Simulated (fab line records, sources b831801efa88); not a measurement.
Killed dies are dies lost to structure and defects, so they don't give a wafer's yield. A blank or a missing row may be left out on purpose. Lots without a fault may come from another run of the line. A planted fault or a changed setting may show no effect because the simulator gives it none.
fab line records | flow sky130
record lots=5 wafers=15 last_day=50
route steps=708 shown POLY_GATE@221 LDD_N@237
lots that met no fault: from a run of the same line without faults
start_h: hours from the record's first day to the start of the lot's first wafer shown | wait_h: hours since the lot's step before | " the same as in the row above | L1.1+2: a row that stands for several wafers | - no value, or no start given | * or withheld: withheld | < > ~ a bound
route shown NAME@n: a module of which the file shows steps, and the number in the route of the first | usual: mean/standard deviation of fault-free wafers | same: alike in all rows | chamber/n: place in a boat | sites: the reading at each site | _std_site: their standard deviation | _edge_site: outer sites' mean less inner sites' | radius_mm: how far each site lies from the wafer's centre | mask NAME#n: copy n | behind: the tool/chamber that last shaped the wafer | hold: why the lot was held/for how many hours/how that ended | device: the transistor (n, p or np) that didn't switch | end of line: the same wafers' tests at the end of the route | a step without rows: its recipe alone | killed: dies lost to structure and defects at the first sort, not the wafer's yield | map: a wafer's dies, x killed, . not, _ none there
set.NAME: the setting as run; set.NAME@STEP: as run at that earlier step | model.NAME: the simulator's own value behind a step, which no gauge read
lots at some steps of the route; a table a step, a row a wafer
services: from which hour (start_h, from the record's first day; less than 0 if before it) a tool's chamber was out of use, for how many hours, and why
## steps
# step SKY_POLY_GATE_COAT_07
# recipe resist=BARC temp_c=withheld time_s=withheld spin_rpm=3000 resist_thk_nm=110
# columns lot.wafer tool chamber start_h wait_h
L074.3+4+6 litho_track-02 0 353.84 0.1
L080.3+5+6 litho_track-02 0 412.34 0.1
L091.2+5+6 litho_track-02 0 503.86 0.1
L092.2+3+6 litho_track-01 0 507.69 0.1
L096.3+5+6 litho_track-02 0 548.64 0.1
# step SKY_POLY_GATE_COAT_08
# recipe resist=KrF-thick spin_rpm=3000 resist_thk_nm=450
# columns lot.wafer tool chamber start_h wait_h
L074.3+4+6 litho_track-02 0 - -
L080.3+5+6 litho_track-02 0 - -
L091.2+5+6 litho_track-02 0 - -
L092.2+3+6 litho_track-01 0 - -
L096.3+5+6 litho_track-02 0 - -
# step SKY_POLY_GATE_SOFTBAKE_09
# recipe temp_c=100 time_s=90 resist=KrF-thick
# same time_s=90
# columns lot.wafer tool chamber start_h wait_h
L074.3+4+6 litho_track-02 0 - -
L080.3+5+6 litho_track-02 0 - -
L091.2+5+6 litho_track-02 0 - -
L092.2+3+6 litho_track-01 0 - -
L096.3+5+6 litho_track-02 0 - -
# step SKY_POLY_GATE_EXPOSE_10
# recipe mask_id=P1M na=0.68 source_shape=conventional sigma_outer=0.6 target_cd_nm=150 dose_mj=28
# columns lot.wafer tool chamber start_h wait_h mask
L074.3+4+6 krf_scanner-01 0 - - P1M#0
L080.3+5+6 krf_scanner-01 0 - - P1M#0
L091.2+5+6 krf_scanner-01 0 - - P1M#0
L092.2+3+6 krf_scanner-01 0 - - P1M#0
L096.3+5+6 krf_scanner-01 0 - - P1M#0
# step SKY_POLY_GATE_PEB_11
# recipe peb_temp_c=withheld peb_time_s=withheld resist=KrF-thick
# columns lot.wafer tool chamber start_h wait_h
L074.3+4+6 litho_track-02 0 - -
L080.3+5+6 litho_track-04 0 - -
L091.2+5+6 litho_track-04 0 - -
L092.2+3+6 litho_track-02 0 - -
L096.3+5+6 litho_track-02 0 - -
# step SKY_POLY_GATE_DEVELOP_12
# recipe develop_time_s=60 resist=KrF-thick dev_temp_c=21
# columns lot.wafer tool chamber start_h wait_h
L074.3+4+6 litho_track-02 0 - -
L080.3+5+6 litho_track-04 0 - -
L091.2+5+6 litho_track-04 0 - -
L092.2+3+6 litho_track-02 0 - -
L096.3+5+6 litho_track-02 0 - -
# step SKY_POLY_GATE_CD_MEAS_13
# recipe target_cd_nm=150
# usual cd_nm=149.8/1.4
# columns lot.wafer tool chamber start_h wait_h cd_nm
L074.3 cd_sem-02 - 367.78 - 147.6
L074.4 " - " " 150.3
L074.6 " - " " 149.3
L080.3 cd_sem-01 - 427.77 - 151.3
L080.5 " - " " 150.1
L080.6 " - " " 151.5
L091.2 cd_sem-01 - 518.70 - 149.3
L091.5 " - " " 148.5
L091.6 " - " " 147.3
L092.2 cd_sem-02 - 522.96 - 148.3
L092.3 " - " " 148.5
L092.6 " - " " 147.3
L096.3 cd_sem-02 - 563.13 - 150.5
L096.5 " - " " 150.9
L096.6 " - " " 151.1
# step SKY_POLY_GATE_OVL_MEAS_14
# usual POLY_GATE_OVL=-2/6
# columns lot.wafer tool chamber start_h wait_h POLY_GATE_OVL[nm]
L074.3 overlay-02 - 367.87 0.1 -7
L074.4 " - " " -2
L074.6 " - " " -9
L080.3 overlay-01 - 427.86 0.1 -4
L080.5 " - " " -2
L080.6 " - " " -4
L091.2 overlay-02 - 518.80 0.1 0
L091.5 " - " " 0
L091.6 " - " " 2
L092.2 overlay-01 - 523.06 0.1 -3
L092.3 " - " " -2
L092.6 " - " " -13
L096.3 overlay-01 - 563.22 0.1 -1
L096.5 " - " " -2
L096.6 " - " " -5
# step SKY_POLY_GATE_ETCH_15
# recipe chemistry=N2/H2 target=BARC ion_energy_ev=200 source_w=500 bias_w=100 pressure_mtorr=30 n2_flow_sccm=100 h2_flow_sccm=200 stop_on=SiO2 time_s=118.5 target_depth_a=1100
# usual drypump_motor_current_A=5.7/0.39 oes_product_au=0.717/0.0053 throttle_valve_pct=13.212/0.0095
# same time_s=118.5
# columns lot.wafer tool chamber start_h wait_h drypump_motor_current_A oes_product_au rf_hours_counter_h throttle_valve_pct
L074.3 rie_diel-02 0 367.90 0.0 6.1 0.717 3 13.216
L074.4 " 3 " " 5.6 0.718 2 13.198
L074.6 " 1 " " 5.6 0.714 - 13.208
L080.3 rie_diel-04 2 427.89 0.0 6.2 0.717 52 13.208
L080.5 " 1 " " 5.0 0.717 - 13.204
L080.6 " 2 " " 6.2 0.714 - 13.218
L091.2 rie_diel-02 1 518.83 0.0 5.6 0.719 3 13.213
L091.5 " 1 " " 5.6 0.724 - 13.212
L091.6 " 2 " " 5.6 0.711 - 13.224
L092.2 rie_diel-03 2 523.09 0.0 5.9 0.707 36 13.219
L092.3 " 1 " " 4.9 0.719 77 13.219
L092.6 " 3 " " 5.5 0.710 - 13.215
L096.3 rie_diel-04 0 563.24 0.0 6.0 0.721 58 13.215
L096.5 " 3 " " 5.9 0.718 - 13.218
L096.6 " 0 " " 6.0 0.715 - 13.199
# step SKY_POLY_GATE_ETCH_16
# recipe stop_on=poly-Si chemistry=CH3F/O2 target=Si3N4 source_w=400 bias_w=80 pressure_mtorr=25 ch3f_flow_sccm=40 O2_flow_sccm=30 time_s=147.5 target_depth_a=750
# usual drypump_motor_current_A=5.7/0.38 oes_product_au=0.640/0.0049 throttle_valve_pct=10.536/0.0095
# same time_s=147.5
# columns lot.wafer tool chamber start_h wait_h drypump_motor_current_A oes_product_au rf_hours_counter_h throttle_valve_pct
L074.3 rie_diel-02 0 367.98 0.0 6.1 0.642 3 10.540
L074.4 " 3 " " 5.6 0.636 2 10.526
L074.6 " 1 " " 5.6 0.639 - 10.526
L080.3 rie_diel-04 2 427.97 0.0 6.2 0.640 52 10.534
L080.5 " 1 " " 5.0 0.636 - 10.537
L080.6 " 2 " " 6.2 0.639 - 10.534
L091.2 rie_diel-02 1 518.92 0.0 5.6 0.640 4 10.532
L091.5 " 1 " " 5.6 0.632 - 10.542
L091.6 " 2 " " 5.6 0.650 - 10.539
L092.2 rie_diel-03 2 523.18 0.0 5.9 0.634 36 10.530
L092.3 " 1 " " 4.9 0.637 77 10.521
L092.6 " 3 " " 5.5 0.638 - 10.532
L096.3 rie_diel-04 0 563.33 0.0 6.0 0.639 58 10.534
L096.5 " 3 " " 5.9 0.642 - 10.545
L096.6 " 0 " " 6.0 0.643 - 10.528
# step SKY_POLY_GATE_ETCH_17
# recipe target_depth_nm=180 stop_on=SiO2 over_etch_frac=0.56667 chemistry=HBr/Cl2 target=poly-Si icp_w=400 bias_w=100 pressure_mtorr=10 HBr_flow_sccm=150 Cl2_flow_sccm=50 time_s=70.5
# usual drypump_motor_current_A=5.6/0.5 he_backside_leak_sccm=2.63/0.25 oes_product_au=0.987/0.006 throttle_valve_pct=33.684/0.0086
# same time_s=70.5
# columns lot.wafer tool chamber start_h wait_h drypump_motor_current_A he_backside_leak_sccm oes_product_au rf_hours_counter_h throttle_valve_pct
L074.3 rie_si-01 0 368.08 0.0 5.0 2.78 0.992 27 33.679
L074.4 " 1 " " 5.9 2.51 0.987 2 33.682
L074.6 " 3 " " 5.1 2.32 0.986 - 33.679
L080.3 rie_si-02 2 428.07 0.0 6.1 2.95 0.978 0 33.673
L080.5 " 2 " " 6.0 2.93 0.985 - 33.679
L080.6 " 1 " " 6.2 2.42 0.981 - 33.683
L091.2 rie_si-01 0 519.02 0.0 5.0 2.45 0.989 28 33.681
L091.5 " 2 " " 6.3 2.93 0.982 - 33.698
L091.6 " 1 " " 5.9 2.56 0.984 - 33.687
L092.2 rie_si-02 2 523.28 0.0 6.0 2.73 0.981 0 33.666
L092.3 " 3 " " 5.7 2.65 0.987 13 33.686
L092.6 " 0 " " 5.1 2.41 0.979 - 33.688
L096.3 rie_si-02 2 563.42 0.0 6.1 4.13 0.984 1 33.685
L096.5 " 0 " " 5.1 2.59 0.983 - 33.689
L096.6 " 3 " " 5.7 2.78 0.987 - 33.675
# step SKY_POLY_GATE_STRIP_18
# recipe chemistry=O2/N2 power_w=1400 pressure_mtorr=1500 platen_temp_c=withheld o2_flow_sccm=3000 n2_flow_sccm=300 overash_fraction=0.5
# usual drypump_motor_current_A=5.8/0.55 oes_product_au=0.361/0.0044 strip_time_to_endpoint_s=3.19/0.042
# columns lot.wafer tool chamber start_h wait_h drypump_motor_current_A oes_product_au rf_hours_counter_h strip_time_to_endpoint_s
L074.3 plasma_asher-02 0 368.17 0.1 6.6 0.360 - 3.16
L074.4 " 1 " " 5.1 0.359 - 3.23
L074.6 " 0 " " 6.6 0.368 - 3.25
L080.3 plasma_asher-02 0 428.16 0.1 6.7 0.369 - 3.22
L080.5 " 1 " " 5.1 0.365 - 3.22
L080.6 " 0 " " 6.6 0.362 - 3.21
L091.2 plasma_asher-02 1 519.07 0.0 5.1 0.359 73 3.24
L091.5 " 1 " " 5.1 0.358 - 3.24
L091.6 " 0 " " 6.6 0.355 - 3.13
L092.2 plasma_asher-03 1 523.33 0.0 5.8 0.359 40 3.13
L092.3 " 0 " " 6.2 0.355 - 3.19
L092.6 " 0 " " 6.2 0.360 - 3.27
L096.3 plasma_asher-02 0 563.51 0.1 6.6 0.366 - 3.16
L096.5 " 1 " " 5.1 0.369 - 3.21
L096.6 " 0 " " 6.6 0.361 - 3.13
# step SKY_POLY_GATE_CLEAN_19
# recipe chemistry=SC1/SC2 mix=1:4:20 temp_c=70 time_s=150 dry=n2_spin
# same time_s=150
# columns lot.wafer tool chamber start_h wait_h
L074.3+4+6 wet_bench-03 1 368.23 0.0
L080.3+5+6 wet_bench-03 3 428.22 0.0
L091.2+5+6 wet_bench-04 1 519.17 0.1
L092.2+3+6 wet_bench-03 2 523.43 0.1
L096.3+5+6 wet_bench-01 2 563.58 0.0
# step SKY_POLY_GATE_OXIDATION_20
# recipe temp_c=850 ambient=O2 stabilise_s=600 purge_s=300 target_thk_a=40 ox_time_s=899
# same purge_s=300
# columns lot.wafer tool chamber start_h wait_h
L074.3+4+6 furnace-01 0 369.06 0.8
L080.3+5+6 furnace-01 0 429.10 0.8
L091.2+5+6 furnace-01 0 519.22 0.0
L092.2+3+6 furnace-02 0 523.48 0.0
L096.3+5+6 furnace-02 0 563.63 0.0
# step SKY_POLY_GATE_THK_MEAS_21
# recipe reads=SiO2_of_POLY_GATE_OXIDATION_20
# usual POLY_GATE_OXIDATION_THK=3.99/0.094
# columns lot.wafer tool chamber start_h wait_h POLY_GATE_OXIDATION_THK[nm]
L074.3 film_metro-02 - 370.33 0.0 4.07
L074.4 " - " " 3.96
L074.6 " - " " 3.93
L080.3 film_metro-02 - 430.37 0.0 3.99
L080.5 " - " " 4.05
L080.6 " - " " 4.06
L091.2 film_metro-04 - 520.48 0.0 4.08
L091.5 " - " " 3.95
L091.6 " - " " 4.13
L092.2 film_metro-04 - 524.74 0.0 3.92
L092.3 " - " " 3.98
L092.6 " - " " 3.97
L096.3 film_metro-04 - 564.90 0.0 4.08
L096.5 " - " " 4.17
L096.6 " - " " 4.03
# step SKY_POLY_GATE_CD_MEAS_22
# usual cd_nm=150.6/2.2
# columns lot.wafer tool chamber start_h wait_h cd_nm
L074.3 cd_sem-01 - 370.43 0.1 146.8
L074.4 " - " " 149.6
L074.6 " - " " 149.5
L080.3 cd_sem-01 - 430.47 0.1 152.5
L080.5 " - " " 150.3
L080.6 " - " " 152.7
L091.2 cd_sem-01 - 520.56 0.1 146.4
L091.5 " - " " 146.4
L091.6 " - " " 145.9
L092.2 cd_sem-02 - 524.82 0.1 147.1
L092.3 " - " " 148.2
L092.6 " - " " 150.0
L096.3 cd_sem-02 - 565.00 0.1 152.1
L096.5 " - " " 154.4
L096.6 " - " " 154.4
# step SKY_LDD_N_DEHYDRATE_00
# recipe temp_c=200 time_s=60
# same time_s=60
# columns lot.wafer tool chamber start_h wait_h
L074.3+4+6 litho_track-02 0 384.34 13.9
L080.3+5+6 litho_track-03 0 445.12 14.6
L091.2+5+6 litho_track-04 0 535.65 15.1
L092.2+3+6 litho_track-04 0 539.60 14.8
L096.3+5+6 litho_track-03 0 578.92 13.9
# step SKY_LDD_N_HMDS_01
# recipe prime_time_s=60 prime_temp_c=120
# columns lot.wafer tool chamber start_h wait_h
L074.3+4+6 litho_track-02 0 384.49 0.1
L080.3+5+6 litho_track-03 0 445.27 0.1
L091.2+5+6 litho_track-04 0 535.80 0.1
L092.2+3+6 litho_track-04 0 539.75 0.1
L096.3+5+6 litho_track-03 0 579.07 0.1
# step SKY_LDD_N_COAT_02
# recipe resist=NOVOLAK spin_rpm=3000 resist_thk_nm=300
# columns lot.wafer tool chamber start_h wait_h
L074.3+4+6 litho_track-02 0 384.64 0.1
L080.3+5+6 litho_track-03 0 445.42 0.1
L091.2+5+6 litho_track-04 0 535.95 0.1
L092.2+3+6 litho_track-04 0 539.90 0.1
L096.3+5+6 litho_track-03 0 579.22 0.1
# step SKY_LDD_N_SOFTBAKE_03
# recipe temp_c=90 time_s=60 resist=NOVOLAK
# same time_s=60
# columns lot.wafer tool chamber start_h wait_h
L074.3+4+6 litho_track-02 0 384.79 0.1
L080.3+5+6 litho_track-03 0 445.57 0.1
L091.2+5+6 litho_track-04 0 536.10 0.1
L092.2+3+6 litho_track-04 0 540.05 0.1
L096.3+5+6 litho_track-03 0 579.37 0.1
# step SKY_LDD_N_EXPOSE_04
# recipe mask_id=NTM target_cd_nm=840 na=0.6 source_shape=conventional sigma_outer=0.6 dose_mj=110
# columns lot.wafer tool chamber start_h wait_h mask
L074.3+4+6 iline_stepper-02 0 - - NTM#0
L080.3+5+6 iline_stepper-02 0 - - NTM#0
L091.2+5+6 iline_stepper-01 0 - - NTM#0
L092.2+3+6 iline_stepper-01 0 - - NTM#0
L096.3+5+6 iline_stepper-01 0 - - NTM#0
# step SKY_LDD_N_PEB_05
# recipe temp_c=withheld time_s=* resist=NOVOLAK
# same time_s=*
# columns lot.wafer tool chamber start_h wait_h
L074.3+4+6 litho_track-02 0 - -
L080.3+5+6 litho_track-02 0 - -
L091.2+5+6 litho_track-03 0 - -
L092.2+3+6 litho_track-03 0 - -
L096.3+5+6 litho_track-04 0 - -
# step SKY_LDD_N_DEVELOP_06
# recipe develop_time_s=60 dev_temp_c=23
# columns lot.wafer tool chamber start_h wait_h
L074.3+4+6 litho_track-02 0 399.19 0.1
L080.3+5+6 litho_track-02 0 460.54 0.1
L091.2+5+6 litho_track-03 0 550.80 0.1
L092.2+3+6 litho_track-03 0 554.40 0.1
L096.3+5+6 litho_track-04 0 594.03 0.1
# step SKY_LDD_N_OVL_MEAS_07
# usual LDD_N_OVL=1.2/1.4
# columns lot.wafer tool chamber start_h wait_h LDD_N_OVL[nm]
L074.3 overlay-02 - 399.30 0.1 1.9
L074.4 " - " " -0.3
L074.6 " - " " -0.5
L080.3 overlay-02 - 460.65 0.1 0.5
L080.5 " - " " 2.7
L080.6 " - " " 0.7
L091.2 overlay-02 - 550.93 0.1 -1.0
L091.5 " - " " 0.5
L091.6 " - " " -1.4
L092.2 overlay-02 - 554.53 0.1 2.7
L092.3 " - " " 2.8
L092.6 " - " " 0.4
L096.3 overlay-02 - 594.14 0.1 2.5
L096.5 " - " " 1.9
L096.6 " - " " 1.8
# step SKY_LDD_N_IMPLANT_08
# recipe species=As energy_kev=20 dose_cm2=7.5e+13 tilt_deg=withheld rotation_deg=23
# usual beam_energy_keV=20.001/0.0056 end_station_pressure_torr=5.33e-06/2.7e-07 rotation_deg=23.002/0.017
# columns lot.wafer tool chamber start_h wait_h beam_energy_keV end_station_pressure_torr rotation_deg
L074.3 implanter-01 0 399.37 0.1 20.002 5.01e-06 23.017
L074.4 " 0 " " 19.993 5.44e-06 23.014
L074.6 " 0 " " 20.002 5.21e-06 23.005
L080.3 implanter-04 0 460.72 0.1 19.990 5.57e-06 22.985
L080.5 " 0 " " 19.988 5.03e-06 22.982
L080.6 " 0 " " 19.985 5.56e-06 23.037
L091.2 implanter-02 0 550.98 0.0 20.001 5.75e-06 23.000
L091.5 " 0 " " 19.997 5.15e-06 22.975
L091.6 " 0 " " 19.996 5.43e-06 22.989
L092.2 implanter-02 0 554.58 0.0 20.001 4.77e-06 22.998
L092.3 " 0 " " 20.001 5.5e-06 22.997
L092.6 " 0 " " 19.999 5.21e-06 22.989
L096.3 implanter-02 0 594.21 0.1 19.989 4.96e-06 22.986
L096.5 " 0 " " 20.001 4.97e-06 22.985
L096.6 " 0 " " 19.999 5.48e-06 22.962
# step SKY_LDD_N_IMPLANT_09
# recipe species=As energy_kev=20 dose_cm2=7.5e+13 tilt_deg=withheld rotation_deg=113
# usual beam_energy_keV=20.001/0.0056 end_station_pressure_torr=5.32e-06/2.7e-07 rotation_deg=113.00/0.029
# columns lot.wafer tool chamber start_h wait_h beam_energy_keV end_station_pressure_torr rotation_deg
L074.3 implanter-01 0 399.52 0.1 20.002 5.59e-06 113.00
L074.4 " 0 " " 19.999 5.51e-06 113.05
L074.6 " 0 " " 20.002 5.04e-06 113.01
L080.3 implanter-04 0 460.87 0.1 20.004 6.01e-06 112.95
L080.5 " 0 " " 20.004 4.96e-06 112.99
L080.6 " 0 " " 20.005 5.59e-06 113.00
L091.2 implanter-02 0 551.13 0.1 19.997 5.35e-06 113.01
L091.5 " 0 " " 19.997 5.43e-06 113.03
L091.6 " 0 " " 20.008 5.19e-06 112.97
L092.2 implanter-02 0 554.73 0.1 20.010 5.6e-06 113.01
L092.3 " 0 " " 20.007 4.49e-06 112.92
L092.6 " 0 " " 20.003 4.99e-06 113.02
L096.3 implanter-02 0 594.36 0.1 20.004 5.32e-06 113.00
L096.5 " 0 " " 20.001 5.33e-06 112.98
L096.6 " 0 " " 19.995 5.61e-06 112.99
# step SKY_LDD_N_IMPLANT_10
# recipe species=As energy_kev=20 dose_cm2=7.5e+13 tilt_deg=withheld rotation_deg=203
# usual beam_energy_keV=20.001/0.0063 end_station_pressure_torr=5.34e-06/2.7e-07 rotation_deg=203.00/0.033
# columns lot.wafer tool chamber start_h wait_h beam_energy_keV end_station_pressure_torr rotation_deg
L074.3 implanter-01 0 399.67 0.1 20.007 5.22e-06 202.96
L074.4 " 0 " " 20.014 5.48e-06 202.98
L074.6 " 0 " " 20.003 5.04e-06 203.04
L080.3 implanter-04 0 461.02 0.1 20.003 5.37e-06 202.98
L080.5 " 0 " " 20.004 5.14e-06 203.01
L080.6 " 0 " " 20.002 5.42e-06 202.99
L091.2 implanter-02 0 551.28 0.1 20.000 5.46e-06 203.01
L091.5 " 0 " " 20.005 5.11e-06 202.98
L091.6 " 0 " " 19.993 5.01e-06 203.07
L092.2 implanter-02 0 554.88 0.1 20.005 4.89e-06 203.02
L092.3 " 0 " " 19.997 5.75e-06 203.04
L092.6 " 0 " " 20.006 5.1e-06 203.02
L096.3 implanter-02 0 594.51 0.1 20.003 5.29e-06 203.07
L096.5 " 0 " " 20.003 5.29e-06 203.01
L096.6 " 0 " " 20.003 5.51e-06 203.00
# step SKY_LDD_N_IMPLANT_11
# recipe species=As energy_kev=20 dose_cm2=7.5e+13 tilt_deg=withheld rotation_deg=293
# usual beam_energy_keV=20.001/0.0066 end_station_pressure_torr=5.38e-06/2.9e-07 rotation_deg=293.00/0.053
# columns lot.wafer tool chamber start_h wait_h beam_energy_keV end_station_pressure_torr rotation_deg
L074.3 implanter-01 0 399.82 0.1 20.002 5.52e-06 293.06
L074.4 " 0 " " 20.012 5.15e-06 293.01
L074.6 " 0 " " 20.003 5.47e-06 293.07
L080.3 implanter-04 0 461.17 0.1 19.997 5.53e-06 292.99
L080.5 " 0 " " 20.000 5.74e-06 293.05
L080.6 " 0 " " 19.986 5.68e-06 292.96
L091.2 implanter-02 0 551.43 0.1 20.014 4.83e-06 293.03
L091.5 " 0 " " 19.997 5.11e-06 293.02
L091.6 " 0 " " 20.012 5.58e-06 293.01
L092.2 implanter-02 0 555.03 0.1 20.006 5.13e-06 293.16
L092.3 " 0 " " 19.989 5.48e-06 292.99
L092.6 " 0 " " 20.003 5.06e-06 293.10
L096.3 implanter-02 0 594.66 0.1 20.004 5.32e-06 293.08
L096.5 " 0 " " 20.003 5.76e-06 292.93
L096.6 " 0 " " 19.999 5.02e-06 292.99
# step SKY_LDD_N_IMPLANT_12
# recipe species=BF2 energy_kev=50 dose_cm2=5e+12 tilt_deg=30 rotation_deg=0
# usual beam_energy_keV=50.003/0.018 end_station_pressure_torr=5.07e-06/2.6e-07 rotation_deg=0.000/0.018
# columns lot.wafer tool chamber start_h wait_h beam_energy_keV end_station_pressure_torr rotation_deg
L074.3 implanter-01 0 399.97 0.1 50.040 4.66e-06 0.001
L074.4 " 0 " " 50.035 5.09e-06 0.010
L074.6 " 0 " " 50.033 4.51e-06 0.027
L080.3 implanter-04 0 461.32 0.1 50.009 4.98e-06 -0.025
L080.5 " 0 " " 49.995 5.06e-06 -0.009
L080.6 " 0 " " 50.017 5.31e-06 -0.024
L091.2 implanter-02 0 551.58 0.1 49.990 5e-06 -0.013
L091.5 " 0 " " 49.996 5.15e-06 0.011
L091.6 " 0 " " 49.983 4.82e-06 -0.004
L092.2 implanter-02 0 555.18 0.1 50.005 5.1e-06 0.002
L092.3 " 0 " " 50.049 4.93e-06 -0.018
L092.6 " 0 " " 50.029 5.12e-06 0.006
L096.3 implanter-02 0 594.81 0.1 50.036 5.39e-06 0.019
L096.5 " 0 " " 50.029 5.2e-06 0.020
L096.6 " 0 " " 50.032 5.28e-06 -0.003
## services
# columns tool chamber start_h hours kind
krf_scanner-01 - 334.27 11.6 pm
krf_scanner-01 - 367.40 1.6 repair
krf_scanner-01 - 370.38 1.0 pm
implanter-02 - 376.57 4.1 repair
krf_scanner-01 - 380.51 3.9 repair
implanter-02 - 390.62 0.9 repair
implanter-04 - 392.65 1.9 repair
krf_scanner-01 - 418.07 1.3 pm
implanter-01 - 418.72 1.8 repair
krf_scanner-01 - 421.00 0.8 pm
implanter-01 - 423.68 0.6 repair
implanter-01 - 424.36 8.8 repair
implanter-04 - 431.92 1.7 repair
implanter-02 - 475.25 3.1 pm
krf_scanner-01 - 493.24 0.6 repair
krf_scanner-01 - 494.89 5.3 repair
krf_scanner-01 - 495.38 0.8 repair
implanter-02 - 496.48 12.1 repair
implanter-02 - 515.45 2.7 repair
implanter-02 - 521.22 17.0 repair
krf_scanner-01 - 539.41 1.0 pm
krf_scanner-01 - 573.94 0.6 repair
krf_scanner-01 - 577.83 0.2 repair
krf_scanner-01 - 589.80 0.8 pm
## key
fault none
